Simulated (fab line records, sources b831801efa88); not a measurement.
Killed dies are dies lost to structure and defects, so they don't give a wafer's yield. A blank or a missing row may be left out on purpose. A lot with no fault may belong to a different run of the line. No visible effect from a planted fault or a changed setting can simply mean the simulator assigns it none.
Which tool is to blame?    flow gf180mcu    Sampling: 14 lots, 42 wafers, 2 of 602 route steps

WHAT THE GAUGES READ, wafer by wafer
GF_NWELL_OVL_MEAS_07.
lot   measured     on          NWELL_OVL (nm)
L508  day 3 06:36  overlay-02  0.5 -0.3 1.2
L509  day 3 13:45  overlay-02  0.0 -0.6 0.6
L512  day 4 05:09  overlay-02  -1.2 -1.4 -0.7
L513  day 4 08:59  overlay-02  1.0 1.4 0.1
L514  day 4 16:12  overlay-02  0.1 0.6 0.8
L516  day 5 01:35  overlay-02  1.0 1.5 1.6
L517  day 5 07:37  overlay-01  -2.0 -0.6 -1.8
L518  day 5 14:22  overlay-01  -2.9 -1.1 -2.5
L519  day 5 18:23  overlay-02  -1.0 0.7 2.3
L520  day 6 01:59  overlay-01  -1.4 -1.4 0.4
L521  day 6 07:15  overlay-02  3.0 3.0 2.2
L522  day 6 14:18  overlay-01  1.6 1.8 0.2
L523  day 6 19:04  overlay-02  1.8 1.0 1.0
L530  day 8 07:51  overlay-01  -0.7 1.9 1.3

WHAT TOOL EACH LOT RAN ON (gives the tool, then ch and the chambers of the sampled wafers, and finally the start)
lot   GF_STI_CMP_25
L508  cmp-02 ch 0,1,2, day 2 03:31
L509  cmp-02 ch 2,3, day 2 10:04
L512  cmp-02 ch 1,3, day 3 00:32
L513  cmp-01 ch 0,1, day 3 04:40
L514  cmp-01 ch 0,2,3, day 3 10:58
L516  cmp-02 ch 2,3, day 3 20:09
L517  cmp-01 ch 0,1,3, day 4 02:03
L518  cmp-02 ch 0,3, day 4 08:16
L519  cmp-01 ch 0,1,3, day 4 12:49
L520  cmp-01 ch 2,3, day 4 17:59
L521  cmp-01 ch 1,2,3, day 4 23:44
L522  cmp-02 ch 0,2, day 5 04:54
L523  cmp-02 ch 2,3, day 5 10:29
L530  cmp-01 ch 1,2,3, day 6 21:07
- GF_STI_CMP_25: polishes, stops on Si3N4, t overpolish 33 s, target thk 524.6 nm.

WHAT THE TOOLS THEMSELVES READ (means of the sampled wafers that have a number; where no wafer has one, the mark that the record gives instead)
GF_STI_CMP_25.
lot   tool    motorCurrentA (A)  overpolishRunS (s)  timeToEndpointS (s)
L508  cmp-02  12.0               33.006              132
L509  cmp-02  12.8               32.993              123
L512  cmp-02  12.6               32.995              126
L513  cmp-01  11.4               33.005              128
L514  cmp-01  12.5               33.002              121
L516  cmp-02  12.4               32.999              123
L517  cmp-01  13.0               32.998              128
L518  cmp-02  10.9               32.997              126
L519  cmp-01  12.7               33.008              126
L520  cmp-01  14.1               32.993              121
L521  cmp-01  12.2               32.996              126
L522  cmp-02  11.9               33.003              127
L523  cmp-02  12.5               32.998              135
L530  cmp-01  12.6               33.000              120

THE ANSWER, worked out from the rows above alone
Rule: the usual values come from the lots themselves. The widest of any qualifying gaps counts: lots, ordered by their means at a reading, are off when they make up no more than a third of the lots, leave a main group of 4 or more, and stand apart from it by 3 or more times the standard deviation of that group's means. If all means in a main group match to the digits the tables above print for the reading, that group is not used. A lot without any number at a reading at which 4 lots or more have one is off too. Where the step has rows for the other lots, those lots are counted as sound. First the gauges in route order, then the tools' own readings, where a lot's mean is used as printed above. The first step at which some lot is off is used, and at that step the reading that is off furthest; a lot without a number counts as furthest.
Across all readings shown, no lot is off: no conclusion can be drawn from this.

WHAT WAS PUT IN BY THE SIMULATOR
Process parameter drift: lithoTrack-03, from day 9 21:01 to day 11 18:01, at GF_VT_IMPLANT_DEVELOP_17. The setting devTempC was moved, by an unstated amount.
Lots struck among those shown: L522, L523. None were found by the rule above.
